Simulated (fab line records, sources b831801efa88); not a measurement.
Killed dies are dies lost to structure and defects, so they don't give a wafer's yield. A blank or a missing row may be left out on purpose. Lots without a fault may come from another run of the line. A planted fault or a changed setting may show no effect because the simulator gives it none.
Problem report in the 8D (eight disciplines) form, filled by code | flow sfq_line | the parts of the form that need people (team, actions taken, sign-off) are left out

1. THE PROBLEM
run_length_s at SFQ_TRILAYER_L0_VIA_BARC_OPEN_VIA_ETCH_021 reads a mean of 80.7 s on 1 wafer of 1 lot; wafers without a fault read 70.2 s with a standard deviation of 0.41. That is +26 standard deviations from the usual mean.
The step: etches BARC in O2, target depth 125 nm, time 41.7 s.
First seen on wafer L609.5, day 6 14:26, on rie_diel-04. The record holds 15 wafers of 5 lots with a number at this step. Rule for "out", or "out of limits": more than 4 standard deviations from the usual mean. The other wafers with a number count as sound.

2. WHAT IT IS AND WHAT IT IS NOT
question                    | is                           | is not
which readings at this step | run_length_s, oes_product_au | drypump_motor_current_A
which lots                  | L609                         | L603, L619, L620, L623
which wafers of those lots  | L609.5                       | L609.3, L609.6
read on which tools         | rie_diel-04                  | rie_diel-01
when                        | from day 6 14:26             | up to then (5 sound wafers); but 9 sound wafers of L619, L620, L623 came after

3. SUSPECTS, AND WHAT RULES EACH OUT
Counting: a tool at a process step up to the reading stays a suspect if it ran every lot that is out. Sound lots after the first of them don't rule it out here, since some wafers of a struck lot are sound.
- rie_metal-04 at SFQ_TRILAYER_L0_BARC_OPEN_METAL_ETCH_010 (etches BARC in O2, target depth 125 nm, time 41.7 s): kept. It ran the lot that is out, L609 (day 5 17:35); its last sound lot up to then is L603 (day 4 04:23).
- rie_metal-04 at SFQ_TRILAYER_L0_ETCH_METAL_ETCH_008 (etches MoNx KI in SF6/O2, stops on SiO2, target depth 50 nm, time 25 s): kept. It ran the lot that is out, L609 (day 5 17:39); its last sound lot up to then is L603 (day 4 04:27).
- rie_metal-04 at SFQ_TRILAYER_L0_STRIP_STRIP_009 (strips in O2): kept. It ran the lot that is out, L609 (day 5 17:53); its last sound lot up to then is L603 (day 4 04:41).
- pecvd-02 at SFQ_TRILAYER_L0_CAP_PECVD_011 (deposits SiO2 from SiH4/N2O, time 13.333 s, target thk 60 nm): kept. It ran the lot that is out, L609 (day 5 18:27).
- rie_diel-04 at SFQ_TRILAYER_L0_VIA_BARC_OPEN_VIA_ETCH_021 (etches BARC in O2, target depth 125 nm, time 41.7 s): kept. It ran the lot that is out, L609 (day 6 14:26); its last sound lot up to then is L603 (day 4 23:56). Its own readings are out on those wafers: oes_product_au, run_length_s.
- Within rie_metal-04 at SFQ_TRILAYER_L0_BARC_OPEN_METAL_ETCH_010: the wafers that are out ran in chamber 0; their sound lot-mates ran in chamber 1.
- Within rie_metal-04 at SFQ_TRILAYER_L0_ETCH_METAL_ETCH_008: the wafers that are out ran in chamber 0; their sound lot-mates ran in chamber 1.
- Within rie_metal-04 at SFQ_TRILAYER_L0_STRIP_STRIP_009: the wafers that are out ran in chamber 0; their sound lot-mates ran in chamber 1.
- Within rie_diel-04 at SFQ_TRILAYER_L0_VIA_BARC_OPEN_VIA_ETCH_021: the wafers that are out ran in chamber 1; their sound lot-mates ran in chambers 2, 3.
Left after counting: rie_metal-04 at SFQ_TRILAYER_L0_BARC_OPEN_METAL_ETCH_010, rie_metal-04 at SFQ_TRILAYER_L0_ETCH_METAL_ETCH_008, rie_metal-04 at SFQ_TRILAYER_L0_STRIP_STRIP_009, pecvd-02 at SFQ_TRILAYER_L0_CAP_PECVD_011, rie_diel-04 at SFQ_TRILAYER_L0_VIA_BARC_OPEN_VIA_ETCH_021.

4. THE CAUSE (what the simulator had put in)
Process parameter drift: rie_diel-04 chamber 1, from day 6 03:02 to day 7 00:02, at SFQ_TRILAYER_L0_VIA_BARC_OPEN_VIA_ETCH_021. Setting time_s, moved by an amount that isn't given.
Counting left 5 suspects, and this tool is among them.

5. THE CHAIN OF EFFECTS, in route order
Each row: a reading whose mean over the struck wafers that have a number lies more than 3 standard deviations from the usual. Only readings for which the record gives a usual standard deviation are gone through. hours: the time from each lot's start at the first step in this table that gives one to its start at this step, as a median over the lots. sigmas: the change in usual standard deviations.
hours | step                                       | reading        | usual      | on struck wafers | change | sigmas
0     | SFQ_TRILAYER_L0_VIA_BARC_OPEN_VIA_ETCH_021 | oes_product_au | 0.686 a.u. | 0.631            | -0.055 | -11
0     | SFQ_TRILAYER_L0_VIA_BARC_OPEN_VIA_ETCH_021 | run_length_s   | 70.2 s     | 80.7             | +10.5  | +26
The process steps in it:
- SFQ_TRILAYER_L0_VIA_BARC_OPEN_VIA_ETCH_021: etches BARC in O2, target depth 125 nm, time 41.7 s.

6. WHAT WOULD HAVE CAUGHT IT SOONER
In this record the first reading out of limits was taken at day 6 14:26, 11 hours after the fault began at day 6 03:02.
